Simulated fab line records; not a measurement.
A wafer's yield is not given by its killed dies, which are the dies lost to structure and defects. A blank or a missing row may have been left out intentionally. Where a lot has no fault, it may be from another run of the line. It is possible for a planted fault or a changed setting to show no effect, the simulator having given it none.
A sampling plan put to the test / flow gf180mcu / one line in one fab, 10 faults in these records, each fault weighed on the records of the lots it struck
The line's own looks make up the plan; these are the steps of the route where a gauge or inspection reads the wafer and leaves it unchanged. A look is open to judgement when struck wafers have a number at it and the file gives its usual mean and standard deviation on fault-free wafers. Caught: 4 or more of those standard deviations (sigma) separate the usual mean from the mean of the struck wafers at a look after the fault's first step. On the tool: the identical test, applied to the tool's own readings at the steps of the fault. Caught also covers a different recipe on the struck wafers, or a record left blank for those wafers only.

## THE FAULTS, as the simulator had put them in
1. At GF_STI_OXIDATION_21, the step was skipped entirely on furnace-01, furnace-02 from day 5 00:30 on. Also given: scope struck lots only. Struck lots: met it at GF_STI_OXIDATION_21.
2. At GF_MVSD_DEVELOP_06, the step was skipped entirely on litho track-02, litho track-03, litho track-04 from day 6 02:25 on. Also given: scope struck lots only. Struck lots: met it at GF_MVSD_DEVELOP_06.
3. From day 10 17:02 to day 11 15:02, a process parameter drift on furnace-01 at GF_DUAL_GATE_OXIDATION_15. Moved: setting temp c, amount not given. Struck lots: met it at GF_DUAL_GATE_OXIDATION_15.
4. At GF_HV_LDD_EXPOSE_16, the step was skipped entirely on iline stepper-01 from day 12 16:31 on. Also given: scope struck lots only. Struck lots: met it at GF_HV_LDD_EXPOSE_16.
5. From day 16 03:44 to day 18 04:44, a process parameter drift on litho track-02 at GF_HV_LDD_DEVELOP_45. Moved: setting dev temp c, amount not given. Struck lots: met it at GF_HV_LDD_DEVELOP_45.
6. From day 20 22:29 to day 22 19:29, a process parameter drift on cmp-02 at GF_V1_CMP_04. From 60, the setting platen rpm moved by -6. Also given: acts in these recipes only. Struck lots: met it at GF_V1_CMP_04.
7. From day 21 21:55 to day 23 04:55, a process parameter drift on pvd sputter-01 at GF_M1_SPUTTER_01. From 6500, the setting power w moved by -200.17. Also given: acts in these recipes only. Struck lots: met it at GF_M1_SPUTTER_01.
8. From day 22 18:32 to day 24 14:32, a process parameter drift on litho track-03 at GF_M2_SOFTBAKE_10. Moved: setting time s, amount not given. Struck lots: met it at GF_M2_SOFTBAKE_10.
9. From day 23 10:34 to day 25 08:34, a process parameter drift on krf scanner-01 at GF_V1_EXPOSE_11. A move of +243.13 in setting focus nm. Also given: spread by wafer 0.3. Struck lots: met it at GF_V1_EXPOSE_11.
10. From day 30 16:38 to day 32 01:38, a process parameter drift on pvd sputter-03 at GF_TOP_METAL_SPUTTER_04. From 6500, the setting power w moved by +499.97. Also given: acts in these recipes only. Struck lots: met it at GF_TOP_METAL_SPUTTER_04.

## WHAT THE PLAN SAW
fault=1; on the tool itself=the tool's record is blank for the struck wafers; first look that catches it=no look after it can be judged; reading, sigma=-; median hours from its first step to that look=-; hours from the fault's start to the first struck lot there=-; judged looks passed uncaught=0
fault=2; on the tool itself=the tool's record is blank for the struck wafers; first look that catches it=none of the 2 looks that can be judged after it; reading, sigma=-; median hours from its first step to that look=-; hours from the fault's start to the first struck lot there=-; judged looks passed uncaught=2
fault=3; on the tool itself=tube center temp C +65 sigma; first look that catches it=no look after it can be judged; reading, sigma=-; median hours from its first step to that look=-; hours from the fault's start to the first struck lot there=-; judged looks passed uncaught=0
fault=4; on the tool itself=no reading that can be judged; first look that catches it=no look after it can be judged; reading, sigma=-; median hours from its first step to that look=-; hours from the fault's start to the first struck lot there=-; judged looks passed uncaught=0
fault=5; on the tool itself=developer temp C +6.9 sigma; first look that catches it=none of the 2 looks that can be judged after it; reading, sigma=-; median hours from its first step to that look=-; hours from the fault's start to the first struck lot there=-; judged looks passed uncaught=2
fault=6; on the tool itself=platen rpm -99 or beyond sigma; first look that catches it=none of the 2 looks that can be judged after it; reading, sigma=-; median hours from its first step to that look=-; hours from the fault's start to the first struck lot there=-; judged looks passed uncaught=2
fault=7; on the tool itself=cathode dc power W -99 or beyond sigma; first look that catches it=not the one look that can be judged after it; reading, sigma=-; median hours from its first step to that look=-; hours from the fault's start to the first struck lot there=-; judged looks passed uncaught=1
fault=8; on the tool itself=run length s +62 sigma; first look that catches it=not the one look that can be judged after it; reading, sigma=-; median hours from its first step to that look=-; hours from the fault's start to the first struck lot there=-; judged looks passed uncaught=1
fault=9; on the tool itself=exposure dose mJ cm2 -6.3 sigma; first look that catches it=not the one look that can be judged after it; reading, sigma=-; median hours from its first step to that look=-; hours from the fault's start to the first struck lot there=-; judged looks passed uncaught=1
fault=10; on the tool itself=cathode dc power W +99 or beyond sigma; first look that catches it=no look after it can be judged; reading, sigma=-; median hours from its first step to that look=-; hours from the fault's start to the first struck lot there=-; judged looks passed uncaught=0
Dash: fault not caught, or number not given in these records.

Caught at a look: 0 of 10. Caught on the tool: 9 of 10. By one or the other: 9 of 10.
Caught on the tool alone: faults 1, 2, 3, 5, 6, 7, 8, 9, 10.
Caught by neither: fault 4.
